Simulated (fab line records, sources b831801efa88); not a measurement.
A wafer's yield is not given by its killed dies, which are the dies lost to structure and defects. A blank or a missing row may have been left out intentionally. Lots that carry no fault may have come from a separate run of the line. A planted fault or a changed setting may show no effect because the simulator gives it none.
Which tool was responsible?	flow gf180mcu	39 wafers from 13 lots sampled at 4 of the route's 602 steps

== WHAT THE GAUGES READ, wafer by wafer ==
GF_HV_LDD_TW_MEAS_38.
lot	measured	on	HV_LDD_3_TW
L443	day 11 17:43	film-metro-04	1415 1414 1409
L445	day 12 12:09	film-metro-03	1435 1436 1433
L446	day 12 18:41	film-metro-03	1424 1431 1424
L448	day 13 13:10	film-metro-03	1419 1415 1419
L449	day 13 15:23	film-metro-02	1449 1453 1457
L450	day 14 07:23	film-metro-02	1453 1457 1451
L452	day 15 01:10	film-metro-04	1409 1398 1410
L453	day 15 08:35	film-metro-04	1410 1403 1412
L454	day 15 17:34	film-metro-02	1450 1454 1461
L456	day 16 04:16	film-metro-04	1416 1421 1423
L462	day 18 06:40	film-metro-02	1463 1452 1459
L463	day 18 20:48	film-metro-03	1422 1414 1420
L465	day 19 08:26	film-metro-04	1423 1418 1418

GF_SAB_THK_MEAS_01.
lot	measured	on	SAB_CVD_00_THK (nm)
L443	day 14 07:07	film-metro-03	51.2 51.0 49.9
L445	day 15 04:37	film-metro-01	48.9 49.7 49.5
L446	day 15 10:43	film-metro-01	50.0 49.6 50.0
L448	day 16 06:43	film-metro-02	49.1 50.3 50.2
L449	day 16 11:19	film-metro-02	50.3 49.7 50.2
L450	day 17 02:44	film-metro-03	49.6 50.4 50.9
L452	day 17 23:52	film-metro-02	65.2 49.0 65.8
L453	day 18 07:58	film-metro-02	50.1 50.8 50.2
L454	day 18 16:23	film-metro-01	50.3 50.3 51.3
L456	day 19 08:34	film-metro-03	65.4 50.8 50.5
L462	day 21 12:21	film-metro-01	50.2 49.3 49.4
L463	day 22 00:31	film-metro-02	49.5 50.1 50.1
L465	day 22 12:51	film-metro-03	50.5 49.8 50.3

== WHICH TOOL RAN EACH LOT (tool, then ch and the chambers of the sampled wafers, then the start) ==
lot	GF_PSD_RTA_13	GF_SAB_CVD_00
L443	rtp-anneal-02 ch 0, day 14 06:47	pecvd-02 ch 0,1,2, day 14 07:04
L445	rtp-anneal-01 ch 0, day 15 04:16	pecvd-01 ch 1,2, day 15 04:35
L446	rtp-anneal-02 ch 0, day 15 10:22	pecvd-01 ch 0,1,2, day 15 10:41
L448	rtp-anneal-02 ch 0, day 16 06:17	pecvd-03 ch 0,2, day 16 06:40
L449	rtp-anneal-02 ch 0, day 16 10:57	pecvd-03 ch 0,1,2, day 16 11:17
L450	rtp-anneal-02 ch 0, day 17 02:23	pecvd-03 ch 0,2, day 17 02:41
L452	rtp-anneal-02 ch 0, day 17 23:31	pecvd-03 ch 0,1,2, day 17 23:50
L453	rtp-anneal-01 ch 0, day 18 07:37	pecvd-01 ch 0,1,2, day 18 07:56
L454	rtp-anneal-02 ch 0, day 18 16:03	pecvd-01 ch 0,1,2, day 18 16:20
L456	rtp-anneal-02 ch 0, day 19 08:13	pecvd-03 ch 0,1,2, day 19 08:33
L462	rtp-anneal-01 ch 0, day 21 12:00	pecvd-02 ch 0,1,2, day 21 12:20
L463	rtp-anneal-01 ch 0, day 22 00:11	pecvd-03 ch 1,2, day 22 00:29
L465	rtp-anneal-02 ch 0, day 22 12:30	pecvd-01 ch 0,1,2, day 22 12:50
- GF_PSD_RTA_13: time 20 s.
- GF_SAB_CVD_00: deposits SiO2 from TEOS, target thk 50 nm, time 4.9302 s.

== WHAT THE TOOLS THEMSELVES READ (means of the sampled wafers that have a number; where no wafer has one, the mark that the record gives instead) ==
GF_PSD_RTA_13.
lot	tool	lamp-power-pct (%)	wafer_temp_C_max
L443	rtp-anneal-02	37.7	1028.8
L445	rtp-anneal-01	38.8	1030.8
L446	rtp-anneal-02	37.7	1028.8
L448	rtp-anneal-02	37.7	1029.0
L449	rtp-anneal-02	37.7	1028.8
L450	rtp-anneal-02	37.7	1029.6
L452	rtp-anneal-02	37.7	1029.2
L453	rtp-anneal-01	38.8	1031.0
L454	rtp-anneal-02	37.7	1028.6
L456	rtp-anneal-02	37.7	1029.2
L462	rtp-anneal-01	38.8	1032.4
L463	rtp-anneal-01	38.8	1032.6
L465	rtp-anneal-02	37.6	1028.4

GF_SAB_CVD_00.
lot	tool	heater-power-w (W)
L443	pecvd-02	601
L445	pecvd-01	527
L446	pecvd-01	639
L448	pecvd-03	622
L449	pecvd-03	664
L450	pecvd-03	587
L452	pecvd-03	588
L453	pecvd-01	641
L454	pecvd-01	618
L456	pecvd-03	578
L462	pecvd-02	559
L463	pecvd-03	631
L465	pecvd-01	598

== THE ANSWER, worked out from the rows above alone ==
Rule: the usual values come from the lots themselves. Put in order of their means at a reading, lots are off if they are a third of the lots or fewer, leave a main group of 4 or more, and stand apart from it by a gap of 3 or more times the standard deviation of the main group's means; of several such gaps the widest counts. If all means in a main group match to the digits the tables above print for the reading, that group is not used. A lot without any number at a reading at which 4 lots or more have one is off too. All remaining lots with rows at the step are treated as sound. After the gauges, taken in route order, come the tools' own readings; for these a lot's mean is taken, as printed above. The first step at which some lot is off is used, and at that step the reading that is off furthest; a lot without a number counts as furthest.
Off: L452, L456, seen at GF_SAB_THK_MEAS_01 (SAB_CVD_00_THK). For the main group the mean is 50.1 nm and the standard deviation 0.39.
A tool fits if, at a process step before that reading, it ran every lot that is off, and no sound lot after the first of them. Those tools and the gauges at GF_SAB_THK_MEAS_01 are tried in the same way. Of those tried, none fits.

== WHAT THE SIMULATOR HAD PUT IN ==
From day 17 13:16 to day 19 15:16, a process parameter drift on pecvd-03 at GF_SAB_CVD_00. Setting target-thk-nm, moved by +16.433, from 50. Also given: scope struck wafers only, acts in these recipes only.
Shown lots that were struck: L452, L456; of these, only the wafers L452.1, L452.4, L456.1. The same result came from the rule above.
